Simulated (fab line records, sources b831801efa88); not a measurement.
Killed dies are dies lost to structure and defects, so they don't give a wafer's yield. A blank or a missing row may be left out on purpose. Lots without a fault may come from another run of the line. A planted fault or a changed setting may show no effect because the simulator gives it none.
A struck lot beside a sound one | flow gf180mcu | 17 steps out of a route of 602
Sound: wafers L704.1, L704.3, L704.5. Struck: wafers L721.1, L721.2, L721.5. The cause comes at the end.
At each step with rows: each side's tool, then ch and its chambers, then its first start. Under that, the readings that differ: sound wafers | struck wafers | difference of the means | sigmas: that difference in standard deviations of wafers without a fault.
alike: readings whose means differ by less than 2 such deviations, and words and numbers that are the same on both sides. not compared: withheld readings, readings that some wafer has no value for, bounds like >300 that may hide the same value, and numbers for which the record gives no deviation and whose values overlap.
The two part at a step that has a row with sigmas, a row that says differs or no value, or rows on one side only. Numbers that don't overlap but have no deviation are shown without sigmas and don't part them. A reading that every wafer of one side lacks parts them only if that side has two wafers or more.

GF_STI_CMP_25: polishes, stops on Si3N4, t overpolish 33 s, target thk 524.6 nm.
  sound on cmp-01 ch 0,1,2, day 3 05:56; struck on cmp-01 ch 1,2,3, day 6 21:52
  alike: motor_current_A, overpolish_run_s, time_to_endpoint_s
then, 4 steps without rows for these wafers: GF_STI_WET_ETCH_26 (etches SiO2 in dHF, target depth 94 nm, time 188 s); GF_STI_WET_ETCH_27 (etches Si3N4 in H3PO4, target depth 160 nm, time 1825 s); GF_STI_WET_ETCH_28 (etches SiO2 in dHF, target depth 20 nm, time 40 s); GF_STI_OXIDATION_29 (stabilise 600 s, purge 300 s, target thk 10 nm).
GF_STI_THK_MEAS_30:
  sound on film_metro-03, day 3 08:10; struck on film_metro-01, day 7 00:04
  alike: STI_OXIDATION_02_THK
then, 6 steps without rows for these wafers: GF_DNWELL_DEHYDRATE_00 (time 60 s); GF_DNWELL_HMDS_01 (prime time 60 s); GF_DNWELL_COAT_02 (resist thk 3000 nm); GF_DNWELL_SOFTBAKE_03; GF_DNWELL_EXPOSE_04 (exposes mask DNWELL, target cd 1700 nm); GF_DNWELL_PEB_05.
GF_DNWELL_DEVELOP_06: develop time 60 s.
  sound on litho_track-04 ch 0, day 3 20:00; struck on litho_track-02, day 7 15:00
  no value came back on the struck wafers for chill_plate_temp_C (C), develop_time_s (s); on the sound wafers chill_plate_temp_C (C) reads 22.96 22.84 22.96
then, 1 step without rows for these wafers: GF_DNWELL_IMPLANT_07.
GF_DNWELL_STRIP_08: strips in O2/N2.
  sound on plasma_asher-03 ch 0,1, day 3 20:59; struck on plasma_asher-04 ch 0,1, day 7 15:48
  alike: drypump_motor_current_A, heater_power_w, n2_flow_sccm, oes_product_au, strip_time_to_endpoint_s
  not compared: rf_hours_counter_h
GF_DNWELL_TW_MEAS_09:
  sound on film_metro-03, day 3 21:05; struck on film_metro-04, day 7 15:54
  reading   | sound          | struck   | difference | sigmas
  DNWELL_TW | 1329 1318 1326 | 31 31 31 | -1293      | -99 or more
then, 1 step without rows for these wafers: GF_NWELL_DEHYDRATE_00 (time 60 s).

WHERE THEY PART
First at GF_DNWELL_DEVELOP_06; last, within this record, at GF_DNWELL_TW_MEAS_09.

WHY: what the simulator had put in
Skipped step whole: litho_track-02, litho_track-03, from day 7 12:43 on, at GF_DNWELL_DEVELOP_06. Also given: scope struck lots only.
